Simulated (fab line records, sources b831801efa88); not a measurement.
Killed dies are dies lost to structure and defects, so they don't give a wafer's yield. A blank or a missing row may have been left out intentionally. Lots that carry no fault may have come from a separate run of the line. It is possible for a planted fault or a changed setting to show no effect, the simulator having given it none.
8D (eight disciplines) problem report, filled in by code	flow gf180mcu	the parts of the form that need people (team, actions taken, sign-off) are left out

1. THE ISSUE
strip_time_to_endpoint_s at GF_MVPSD_STRIP_10 reads a mean of 35.43 s on 6 wafers of 2 lots; wafers without a fault read 37.02 s with a standard deviation of 0.14. Measured from the usual mean, that is -11 standard deviations.
The step: strips in O2/N2.
First seen on wafer L876.1, day 9 00:30, on plasma_asher-03. At this step, 39 wafers from 13 lots have a number in the record. Rule for "out" (also "out of limits"): further than 4 standard deviations from the usual mean. Any other wafer with a number is counted as sound.

2. WHAT IT IS AND WHAT IT IS NOT
question	is	is not
which readings at this step	strip_time_to_endpoint_s	heater_power_w, o2_flow_sccm, platen_temp_c
which lots	L876, L877	L860, L862, L863, L864, L865, L866, L868, L878, L880, L881, L883
which wafers of those lots	all that have a number	-
read on which tools	plasma_asher-03	plasma_asher-01, plasma_asher-02
when	from day 9 00:30	up to then (21 sound wafers); but 12 sound wafers of L878, L880, L881, L883 came after

3. WHAT RULES OUT EACH SUSPECT
Counting: any tool at a process step up to the reading is kept as a suspect provided that every lot that is out went through it and no sound lot did after the first of them.
- litho_track-04 at GF_MVPSD_COAT_02 (resist thk 3000 nm): kept. All lots that are out passed through it, beginning with L876 at day 8 15:47, and no sound lot followed; its final sound lot before that point was L862 at day 5 06:31.
- plasma_asher-03 at GF_MVPSD_STRIP_10 (strips in O2/N2): kept. All lots that are out passed through it, beginning with L876 at day 9 00:30, and no sound lot followed; its final sound lot before that point was L860 at day 4 22:29. Its own readings are out on those wafers: strip_time_to_endpoint_s.
Left after counting: litho_track-04 at GF_MVPSD_COAT_02, plasma_asher-03 at GF_MVPSD_STRIP_10.

4. THE CAUSE (what the simulator had put in)
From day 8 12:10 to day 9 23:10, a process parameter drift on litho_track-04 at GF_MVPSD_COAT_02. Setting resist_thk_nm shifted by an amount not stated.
This tool is one of the 2 suspects left after counting.

5. THE EFFECT CHAIN, in route order
Each row: a reading where the mean over the struck wafers with a number is more than 3 standard deviations away from the usual. Readings are gone through only where the record gives a usual standard deviation; hours: the median, over the lots, of the time from a lot's start at the first step in this table giving one to that lot's start at this step; sigmas: the change measured in usual standard deviations.
hours	step	reading	usual	on struck wafers	change	sigmas
0	GF_MVPSD_STRIP_10	strip_time_to_endpoint_s	37.02 s	35.43	-1.59	-11
Process steps it contains:
- GF_MVPSD_STRIP_10: strips in O2/N2.
Later steps that measure or inspect, where all struck wafers having a row at the step show a number for every such reading and not one has moved that far: GF_HV_LDD_CD_MEAS_19.

6. WHAT WOULD HAVE CAUGHT IT SOONER
12 hours passed between the start of the fault at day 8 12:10 and the first reading out of limits in this record, taken at day 9 00:30.
Tool readings at GF_MVPSD_COAT_02 with a usual standard deviation given in the record: none out on any struck wafer, hence no alarm at a limit of 4 standard deviations on them.
The start of GF_MVPSD_COAT_02 on litho_track-04 came by day 9 00:30 for every one of the lots that are out (2). Tool hold at that time: it would have spared none of them.
